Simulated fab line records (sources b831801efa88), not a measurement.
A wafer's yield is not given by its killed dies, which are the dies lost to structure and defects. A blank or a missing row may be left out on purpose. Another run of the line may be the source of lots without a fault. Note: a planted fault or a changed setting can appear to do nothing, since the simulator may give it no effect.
Matching of chambers | flow gf180mcu | 3 sister chambers for GF_MIM_CVD_05 on pecvd-02
The step deposits Si3N4, target thk 42 nm, time 29.086 s. 6 wafers are shown with their chamber, then 9 later ones without.

== WAFERS WITH THEIR CHAMBER ==
wafer  | chamber | heaterPowerW (W)
L080.5 | 2       | 830
L082.3 | 2       | 813
L085.3 | 1       | 560
L087.2 | 1       | 624
L087.3 | 0       | 1071
L087.5 | 0       | 1065

== WAFERS WHOSE CHAMBER IS MISSING ==
wafer  | heaterPowerW (W)
L090.2 | 809
L090.3 | 586
L090.6 | 1122
L093.2 | 638
L093.3 | 911
L093.4 | 879
L094.3 | 636
L094.5 | 628
L094.6 | 980

== WHICH CHAMBER EACH WENT THROUGH ==
wafer  | from the rows above | in truth
L090.2 | 2                   | 2
L090.3 | 1                   | 1
L090.6 | 0                   | 0
L093.2 | 1                   | 1
L093.3 | 2                   | 2
L093.4 | 2                   | 2
L094.3 | 1                   | 1
L094.5 | 1                   | 1
L094.6 | 0                   | 0
Correctly placed: 9 of 9. Can't be placed from these rows: 0. Wrongly placed: 0.
How it was worked out, from the rows above alone: a wafer's distance from a chamber is the root of the sum, over the readings, of the square of ((its reading less the chamber's mean) divided by the reading's scatter). If the next closest chamber is less than 2 further off than the closest, the wafer can't be placed; otherwise it belongs to the closest. A chamber's mean is the mean of its shown wafers. The scatter: the root of (the sum of the squares of (reading less its chamber's mean) over the shown wafers, divided by (wafers less chambers)).
